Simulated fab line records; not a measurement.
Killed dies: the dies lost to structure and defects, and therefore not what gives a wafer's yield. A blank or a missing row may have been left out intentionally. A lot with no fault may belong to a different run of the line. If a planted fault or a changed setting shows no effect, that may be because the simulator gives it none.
The tool behind it: which one? | flow gf180mcu | 13 lots with 39 wafers sampled at 6 steps, on a route of 602 steps

== WHAT THE GAUGES SHOWED, per wafer ==
GF_STI_THK_MEAS_02.
lot  | measured    | on            | STI_OXIDATION_THK (nm)
L304 | day 1 17:20 | film-metro-04 | 9.82 9.60 9.74
L306 | day 2 03:48 | film-metro-04 | 9.65 9.77 9.74
L307 | day 2 08:30 | film-metro-02 | 10.22 10.39 10.35
L308 | day 2 12:47 | film-metro-04 | 9.95 9.88 9.83
L309 | day 2 17:35 | film-metro-02 | 10.00 9.85 10.08
L312 | day 3 08:59 | film-metro-02 | 10.04 10.01 10.17
L316 | day 4 05:25 | film-metro-04 | 10.26 10.28 10.26
L317 | day 4 10:35 | film-metro-01 | 10.12 10.18 10.02
L319 | day 4 20:38 | film-metro-01 | 10.06 10.15 10.15
L321 | day 5 07:26 | film-metro-01 | 10.11 10.05 10.13
L322 | day 5 15:37 | film-metro-02 | 9.86 9.71 9.64
L324 | day 6 00:01 | film-metro-04 | 10.02 9.90 9.84
L325 | day 6 07:07 | film-metro-04 | 10.24 10.32 10.19

GF_STI_THK_MEAS_22.
lot  | measured    | on            | STI_OXIDATION_01_THK (nm)
L304 | day 2 08:55 | film-metro-04 | 14.82 14.94 14.72
L306 | day 2 19:41 | film-metro-01 | 14.81 14.81 14.87
L307 | day 3 01:26 | film-metro-02 | 14.84 14.97 15.20
L308 | day 3 04:52 | film-metro-02 | 14.78 14.62 14.45
L309 | day 3 10:22 | film-metro-02 | 14.92 15.03 14.76
L312 | day 4 02:17 | film-metro-02 | 15.10 15.20 15.11
L316 | day 4 23:04 | film-metro-02 | 15.51 15.22 15.40
L317 | day 5 06:02 | film-metro-01 | 15.06 15.06 15.11
L319 | day 5 21:04 | film-metro-04 | 15.03 14.96 15.08
L321 | day 6 05:45 | film-metro-01 | 15.12 15.24 15.28
L322 | day 6 09:49 | film-metro-02 | 15.14 15.21 15.38
L324 | day 6 17:49 | film-metro-02 | 15.03 15.19 15.08
L325 | day 7 02:40 | film-metro-01 | 14.82 15.05 15.08

GF_LVPWELL_TW_MEAS_11.
lot  | measured    | on            | LVPWELL_TW
L304 | day 4 03:08 | film-metro-03 | 554 554 556
L306 | day 4 13:20 | film-metro-04 | 562 561 564
L307 | day 4 21:05 | film-metro-03 | 556 557 555
L308 | day 5 00:17 | film-metro-04 | 568 565 565
L309 | day 5 07:23 | film-metro-04 | 565 563 566
L312 | day 6 00:47 | film-metro-03 | 556 555 554
L316 | day 6 21:30 | film-metro-04 | 679 682 683
L317 | day 7 07:46 | film-metro-04 | 678 679 680
L319 | day 8 01:47 | film-metro-03 | 552 553 555
L321 | day 8 09:41 | film-metro-03 | 555 551 554
L322 | day 8 13:36 | film-metro-03 | 556 557 556
L324 | day 8 21:56 | film-metro-02 | 559 554 555
L325 | day 9 08:06 | film-metro-03 | 556 553 555

GF_MVSD_OVL_MEAS_07.
lot  | measured     | on         | MVSD_OVL (nm)
L304 | day 4 16:06  | overlay-01 | 0.5 0.0 -0.6
L306 | day 5 02:32  | overlay-02 | -0.5 -0.1 0.8
L307 | day 5 10:59  | overlay-02 | -0.6 0.0 -0.3
L308 | day 5 13:53  | overlay-01 | -0.7 0.0 -0.2
L309 | day 5 20:12  | overlay-02 | 0.4 0.4 -0.6
L312 | day 6 14:15  | overlay-01 | 0.1 -1.8 1.4
L316 | day 7 12:35  | overlay-01 | -0.5 -0.4 -0.2
L317 | day 7 23:23  | overlay-02 | 0.5 0.5 0.2
L319 | day 8 18:16  | overlay-01 | -1.6 -1.8 -2.4
L321 | day 9 02:34  | overlay-02 | 0.5 -0.8 -0.8
L322 | day 9 06:58  | overlay-01 | -0.8 -1.7 0.4
L324 | day 9 14:59  | overlay-02 | 0.1 -0.8 -1.0
L325 | day 10 01:41 | overlay-02 | 4.1 2.9 4.4

GF_VT_IMPLANT_RS_MEAS_48: uses a four-point probe to measure.
lot  | measured     | on            | LVPWELL_RS (ohm/sq)
L304 | day 7 17:47  | film-metro-03 | 1196 1200 1199
L306 | day 8 05:44  | film-metro-02 | 1203 1200 1200
L307 | day 8 15:09  | film-metro-02 | 1191 1194 1194
L308 | day 8 20:51  | film-metro-03 | 1195 1195 1198
L309 | day 9 04:19  | film-metro-02 | 1199 1198 1200
L312 | day 10 02:18 | film-metro-03 | 1202 1205 1200
L316 | day 11 05:27 | film-metro-03 | 842 843 840
L317 | day 11 15:27 | film-metro-03 | 841 841 844
L319 | day 12 13:45 | film-metro-04 | 1197 1196 1195
L321 | day 12 23:31 | film-metro-03 | 1199 1199 1196
L322 | day 13 04:34 | film-metro-02 | 1196 1193 1190
L324 | day 13 14:09 | film-metro-03 | 1199 1199 1198
L325 | day 14 02:08 | film-metro-04 | 1196 1198 1201

== TOOL THAT RAN EACH LOT (tool first, then ch and the chambers of the sampled wafers, then the start) ==
lot  | GF_LVPWELL_IMPLANT_08
L304 | implanter-03 ch 0, day 4 02:46
L306 | implanter-03 ch 0, day 4 12:56
L307 | implanter-02 ch 0, day 4 20:43
L308 | implanter-03 ch 0, day 4 23:53
L309 | implanter-03 ch 0, day 5 07:01
L312 | implanter-04 ch 0, day 6 00:25
L316 | implanter-03 ch 0, day 6 20:47
L317 | implanter-04 ch 0, day 7 07:03
L319 | implanter-02 ch 0, day 8 01:23
L321 | implanter-04 ch 0, day 8 09:19
L322 | implanter-04 ch 0, day 8 13:14
L324 | implanter-02 ch 0, day 8 21:33
L325 | implanter-04 ch 0, day 9 07:44
- GF_LVPWELL_IMPLANT_08

== AS READ BY THE TOOLS THEMSELVES (means over the sampled wafers that have a number; for cases with no such wafer, the mark the record gives instead) ==
GF_LVPWELL_IMPLANT_08.
lot  | tool         | end-station-pressure-torr (Torr)
L304 | implanter-03 | 5e-06
L306 | implanter-03 | 5e-06
L307 | implanter-02 | 5e-06
L308 | implanter-03 | 5e-06
L309 | implanter-03 | 5e-06
L312 | implanter-04 | 5e-06
L316 | implanter-03 | 5e-06
L317 | implanter-04 | 5e-06
L319 | implanter-02 | 5e-06
L321 | implanter-04 | 5e-06
L322 | implanter-04 | 5e-06
L324 | implanter-02 | 5e-06
L325 | implanter-04 | 5e-06

== THE ANSWER, worked out from the rows above alone ==
Rule: the lots themselves supply what counts as usual. The widest of any qualifying gaps counts: lots, ordered by their means at a reading, are off when they make up no more than a third of the lots, leave a main group of 4 or more, and stand apart from it by 3 or more times the standard deviation of that group's means. Not used: any main group whose means are identical at the precision the tables above print for the reading. A lot without any number at a reading at which 4 lots or more have one is off too. Where the step has rows for the other lots, those lots are counted as sound. First the gauges in route order, then the tools' own readings, where a lot's mean is used as printed above. The first step at which some lot is off is used, and at that step the reading that is off furthest; a lot without a number counts as furthest.
Off: L316, L317, seen at GF_LVPWELL_TW_MEAS_11 (LVPWELL_TW). The main group: mean 557, standard deviation 4.4.
A tool fits if, at a process step before that reading, it ran every lot that is off, and no sound lot after the first of them. Not tried: the gauges at GF_LVPWELL_TW_MEAS_11; whatever is off there is also off at GF_VT_IMPLANT_RS_MEAS_48, on other tools, and gauge error can't account for it. Not one of the candidates tried fits.

== WHAT HAD BEEN PUT IN BY THE SIMULATOR ==
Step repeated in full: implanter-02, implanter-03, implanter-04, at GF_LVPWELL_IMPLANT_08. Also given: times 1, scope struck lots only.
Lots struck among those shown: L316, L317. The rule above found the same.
